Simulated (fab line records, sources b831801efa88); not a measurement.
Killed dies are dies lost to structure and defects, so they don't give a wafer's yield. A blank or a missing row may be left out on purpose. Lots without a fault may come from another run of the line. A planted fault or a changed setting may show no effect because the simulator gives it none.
A struck lot beside a sound one | flow sky130 | 14 steps out of a route of 708
Sound: wafers L669.2, L669.3, L669.4. Struck: wafers L674.2, L674.3, L674.4. The cause comes at the end.
At each step with rows: each side's tool, then ch and its chambers, then its first start. Under that, the readings that differ: sound wafers | struck wafers | difference of the means | sigmas: that difference in standard deviations of wafers without a fault.
alike: readings whose means differ by less than 2 such deviations, and words and numbers that are the same on both sides. not compared: withheld readings, readings that some wafer has no value for, bounds like >300 that may hide the same value, and numbers for which the record gives no deviation and whose values overlap.
The two part at a step that has a row with sigmas, a row that says differs or no value, or rows on one side only. Numbers that don't overlap but have no deviation are shown without sigmas and don't part them. A reading that every wafer of one side lacks parts them only if that side has two wafers or more.

first, 2 steps without rows for these wafers: SKY_POLY_CUT_PEB_06; SKY_POLY_CUT_DEVELOP_07 (develop time 60 s).
SKY_POLY_CUT_CD_MEAS_08: target cd 270 nm.
  sound on cd_sem-02, day 24 20:42; struck on cd_sem-02, day 27 00:43
  reading    | sound             | struck            | difference | sigmas
  cd_nm (nm) | 272.6 273.0 273.4 | 268.1 268.7 270.9 | -3.8       | -2
SKY_POLY_CUT_OVL_MEAS_09:
  sound on overlay-02, day 24 20:49; struck on overlay-02, day 27 00:50
  alike: POLY_CUT_OVL
SKY_POLY_CUT_ETCH_10: etches BARC in N2/H2, stops on SiO2, time 45.9 s, target depth 60 nm.
  sound on rie_diel-04 ch 0,1,3, day 24 20:50; struck on rie_diel-04 ch 0,2,3, day 27 00:52
  alike: drypump_motor_current_A, oes_product_au, throttle_valve_pct
  not compared: rf_hours_counter_h
SKY_POLY_CUT_ETCH_11: etches Si3N4 in CF4/CH2F2/Ar, stops on poly-Si, time 42.5 s, target depth 60 nm.
  sound on rie_diel-04 ch 0,1,3, day 24 20:53; struck on rie_diel-04 ch 0,2,3, day 27 00:54
  alike: drypump_motor_current_A, oes_product_au, throttle_valve_pct
  not compared: rf_hours_counter_h
SKY_POLY_CUT_STRIP_12: strips in O2/N2.
  sound on plasma_asher-01 ch 0,1, day 24 20:55; struck on plasma_asher-03 ch 0,1, day 27 00:56
  alike: drypump_motor_current_A, oes_product_au, strip_time_to_endpoint_s
  not compared: rf_hours_counter_h
then, 5 steps without rows for these wafers: SKY_SD_P_DEHYDRATE_00 (time 60 s); SKY_SD_P_HMDS_01 (prime time 60 s); SKY_SD_P_COAT_02 (resist thk 1140 nm); SKY_SD_P_SOFTBAKE_03 (time 60 s); SKY_SD_P_EXPOSE_04 (exposes mask PSDM, target cd 380 nm).
SKY_SD_P_PEB_05:
  sound on litho_track-01 ch 0, day 26 01:14; struck on litho_track-04, day 28 05:07
  reading         | sound          | struck | difference                    | sigmas
  exhaust_pa (Pa) | 45.9 45.7 46.0 | - - -  | no value on the struck wafers |
  not compared: chill_plate_temp_C
then, 1 step without rows for these wafers: SKY_SD_P_DEVELOP_06 (develop time 60 s).

WHERE THEY PART
First at SKY_POLY_CUT_CD_MEAS_08; last, within this record, at SKY_SD_P_PEB_05.

WHY: what the simulator had put in
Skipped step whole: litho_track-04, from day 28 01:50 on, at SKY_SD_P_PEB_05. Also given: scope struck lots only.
